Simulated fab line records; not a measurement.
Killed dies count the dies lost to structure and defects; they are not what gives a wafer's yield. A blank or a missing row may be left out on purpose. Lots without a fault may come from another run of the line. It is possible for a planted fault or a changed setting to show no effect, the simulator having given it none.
Problem report, 8D (eight disciplines) form, completed by code + flow gf180mcu + the parts of the form that need people (team, actions taken, sign-off) are left out

1. PROBLEM STATEMENT
Across 6 wafers from 2 lots, HV_LDD_4_TW at GF_HV_LDD_TW_MEAS_50 averages 503, while fault-free wafers read 570 with a standard deviation of 3. That puts it -22 standard deviations away from the usual mean.
Seen first at day 14 14:11 on film_metro-01, wafer L213.2. At this step, 42 wafers from 14 lots have a number in the record. By rule, "out" or "out of limits" means more than 4 standard deviations away from the usual mean. The rest of the wafers with a number are treated as sound.

2. WHAT IT IS AND WHAT IT IS NOT
| question                    | is                           | is not                                                                                                              |
|-----------------------------|------------------------------|---------------------------------------------------------------------------------------------------------------------|
| which readings at this step | HV_LDD_4_TW                  | -                                                                                                                   |
| which lots                  | L213, L214                   | L207, L208, L212, L221, L222, L223, L224, L225, L226, L227, L228, L229                                              |
| which wafers of those lots  | all that have a number       | -                                                                                                                   |
| read on which gauges        | film_metro-01, film_metro-03 | film_metro-04                                                                                                       |
| when                        | from day 14 14:11            | up to then (9 sound wafers); but 27 sound wafers of L221, L222, L223, L224, L225, L226, L227, L228, L229 came after |

3. THE SUSPECTS, EACH WITH WHAT RULES IT OUT
Counting: any tool at a process step up to the reading is kept as a suspect provided that every lot that is out went through it and no sound lot did after the first of them.
- ruled out: the gauge at GF_HV_LDD_TW_MEAS_50. 2 gauges (film_metro-01, film_metro-03) read the wafers that are out.
- implanter-04 at GF_HV_LDD_IMPLANT_48: ruled out as a lasting fault. Following L213 (day 14 13:58), the first lot on it that is out, the sound lots L221, L222, L224, L225, L226, L227 were run on it.
Left after counting: nothing in the record.

4. THE CAUSE (what the simulator had put in)
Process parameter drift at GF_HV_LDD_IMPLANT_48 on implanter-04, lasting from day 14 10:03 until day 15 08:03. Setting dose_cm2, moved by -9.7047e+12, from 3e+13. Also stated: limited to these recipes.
Counting ruled it out, wrongly: the rule takes a fault to strike every lot that its tool runs from its start on, and this one did not.

5. SEQUENCE OF EFFECTS, ordered by route
One row per reading whose mean, taken over the struck wafers that have a number, lies over 3 standard deviations from the usual. Scope: only readings with a usual standard deviation given in the record; hours: median across lots of the time from each lot's start at the first step in this table that gives one to its start at this step; sigmas: change in usual standard deviations.
| hours | step                 | reading            | usual | on struck wafers | change | sigmas      |
|-------|----------------------|--------------------|-------|------------------|--------|-------------|
| 0     | GF_HV_LDD_IMPLANT_48 | dose_ions_cm2      | 3e+13 | 2e+13            | -1e+13 | -99 or more |
| 0     | GF_HV_LDD_IMPLANT_48 | faraday_current_uA | 170   | 114              | -56    | -16         |
| 0     | GF_HV_LDD_TW_MEAS_50 | HV_LDD_4_TW        | 570   | 503              | -67    | -22         |
Process steps it contains:
- GF_HV_LDD_IMPLANT_48

6. WHAT WOULD HAVE CAUGHT IT SOONER
The first out-of-limits reading at a measuring or inspecting step in this record came at day 14 14:11, 4 hours after the fault's start at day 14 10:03.
At GF_HV_LDD_IMPLANT_48, the tool's own readings (dose_ions_cm2, faraday_current_uA) were out on each struck wafer the step has a row for, so an alarm limit on them would have fired on the first such wafer.
